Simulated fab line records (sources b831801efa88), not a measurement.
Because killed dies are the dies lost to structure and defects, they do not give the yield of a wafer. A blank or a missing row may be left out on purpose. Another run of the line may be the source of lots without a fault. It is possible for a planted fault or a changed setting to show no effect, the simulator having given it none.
Which of the tools did it? -- flow sky130 -- Sampling: 15 lots, 45 wafers, 3 of 708 route steps

## WHAT THE GAUGES READ, wafer by wafer
SKY_LOCAL_INTERCONNECT_THK_MEAS_02: measures by xrf. Usual: LOCAL_INTERCONNECT_TIN_THK typically reads 98.3 nm, with standard deviation 1.
lot,measured,on,LOCAL_INTERCONNECT_TIN_THK (nm),flag
L873,day 29 05:39,film_metro-02,97.8 98.1 96.2,
L874,day 29 16:14,film_metro-01,99.4 98.9 98.7,
L876,day 30 07:57,film_metro-01,99.6 98.6 98.3,
L875,day 30 10:22,film_metro-01,98.2 97.6 97.8,
L879,day 31 09:01,film_metro-01,97.9 98.2 99.1,
L880,day 31 15:42,film_metro-03,99.5 98.2 99.4,
L881,day 32 12:23,film_metro-02,97.8 96.2 97.9,
L883,day 32 14:30,film_metro-01,98.8 99.2 98.2,
L882,day 32 15:53,film_metro-01,99.0 99.0 100.1,
L884,day 32 18:59,film_metro-03,97.5 99.1 98.5,
L887,day 33 22:58,film_metro-02,97.5 97.0 97.8,
L892,day 35 17:08,film_metro-03,97.5 98.6 97.7,
L894,day 36 15:33,film_metro-01,98.3 99.3 99.9,
L895,day 36 22:28,film_metro-01,100.9 97.7 97.7,
L896,day 37 07:13,film_metro-03,98.8 98.9 98.3,

SKY_CONTACT_BOW_MEAS_05. Usual: CONTACT_BOW typically reads 82 um, with standard deviation 6.9.
lot,measured,on,CONTACT_BOW (um),flag
L873,day 30 11:38,film_metro-03,82 86 80,
L874,day 30 21:25,film_metro-01,78 78 92,
L876,day 31 13:35,film_metro-03,76 89 89,
L875,day 31 15:11,film_metro-01,84 73 86,
L879,day 32 13:58,film_metro-04,80 71 77,
L880,day 32 20:20,film_metro-04,69 64 80,
L881,day 33 17:08,film_metro-04,89 100 86,
L887,day 35 03:14,film_metro-01,80 77 78,
L892,day 36 20:43,film_metro-03,89 75 82,
L894,day 37 18:53,film_metro-01,75 85 74,
L895,day 38 02:04,film_metro-03,84 82 80,
L896,day 38 10:17,film_metro-03,76 84 85,

## TOOL THAT RAN EACH LOT (tool first, then ch and the chambers of the sampled wafers, then the start)
lot,SKY_LOCAL_INTERCONNECT_EXPOSE_08
L873,"krf_scanner-01 ch 0, day 29 20:20"
L874,"krf_scanner-02 ch 0, day 30 06:40"
L876,"krf_scanner-01 ch 0, day 30 22:09"
L875,"krf_scanner-02 ch 0, day 31 00:30"
L879,"krf_scanner-01 ch 0, day 31 22:34"
L880,"krf_scanner-02 ch 0, day 32 05:48"
L881,"krf_scanner-01 ch 0, day 33 01:38"
L883,"krf_scanner-01, day 33 03:54"
L882,"krf_scanner-01, day 33 05:21"
L884,"krf_scanner-01, day 33 08:03"
L887,"krf_scanner-01 ch 0, day 34 12:20"
L892,"krf_scanner-01 ch 0, day 36 06:54"
L894,"krf_scanner-01 ch 0, day 37 05:29"
L895,"krf_scanner-01 ch 0, day 37 11:42"
L896,"krf_scanner-01 ch 0, day 37 19:47"
- SKY_LOCAL_INTERCONNECT_EXPOSE_08: exposes mask LI1M, target cd 170 nm.

## WHAT THE TOOLS THEMSELVES READ (means of the sampled wafers that have a number; where no wafer has one, the mark that the record gives instead)
SKY_LOCAL_INTERCONNECT_EXPOSE_08. Usual: exposure_dose_mJ_cm2 28.00, standard deviation 0.03; focus_offset_nm 0.0 nm, standard deviation 0.47.
lot,tool,exposure_dose_mJ_cm2,focus_offset_nm (nm),flag
L873,krf_scanner-01,27.98,0.1,
L874,krf_scanner-02,28.00,-0.3,
L876,krf_scanner-01,27.98,-0.2,
L875,krf_scanner-02,28.01,0.0,
L879,krf_scanner-01,27.98,0.0,
L880,krf_scanner-02,27.99,-0.4,
L881,krf_scanner-01,28.06,0.0,
L883,krf_scanner-01,-,-,OFF
L882,krf_scanner-01,-,-,OFF
L884,krf_scanner-01,-,-,OFF
L887,krf_scanner-01,28.00,1.0,
L892,krf_scanner-01,28.02,-0.1,
L894,krf_scanner-01,28.02,0.1,
L895,krf_scanner-01,27.98,0.0,
L896,krf_scanner-01,28.03,-0.1,

## THE ANSWER, worked out from the rows above alone
Rule: take the mean of a lot's wafers that have a number; if it is more than 3 standard deviations from the usual mean, the lot is off. A lot without any number at a reading at which 4 lots or more have one is off too. Any other lot the step has rows for is counted as sound. After the gauges, taken in route order, come the tools' own readings; for these a lot's mean is taken, as printed above. The first step at which some lot is off is used, and at that step the reading that is off furthest; a lot without a number counts as furthest.
Off at SKY_LOCAL_INTERCONNECT_EXPOSE_08 (exposure_dose_mJ_cm2): L883, L882, L884. Without a number there: L883, L882, L884.
A tool fits if, at that step or a process step before it, it ran every lot that is off, and no sound lot after the first of them. Of those tried, none fits.

## WHAT THE SIMULATOR HAD INSERTED
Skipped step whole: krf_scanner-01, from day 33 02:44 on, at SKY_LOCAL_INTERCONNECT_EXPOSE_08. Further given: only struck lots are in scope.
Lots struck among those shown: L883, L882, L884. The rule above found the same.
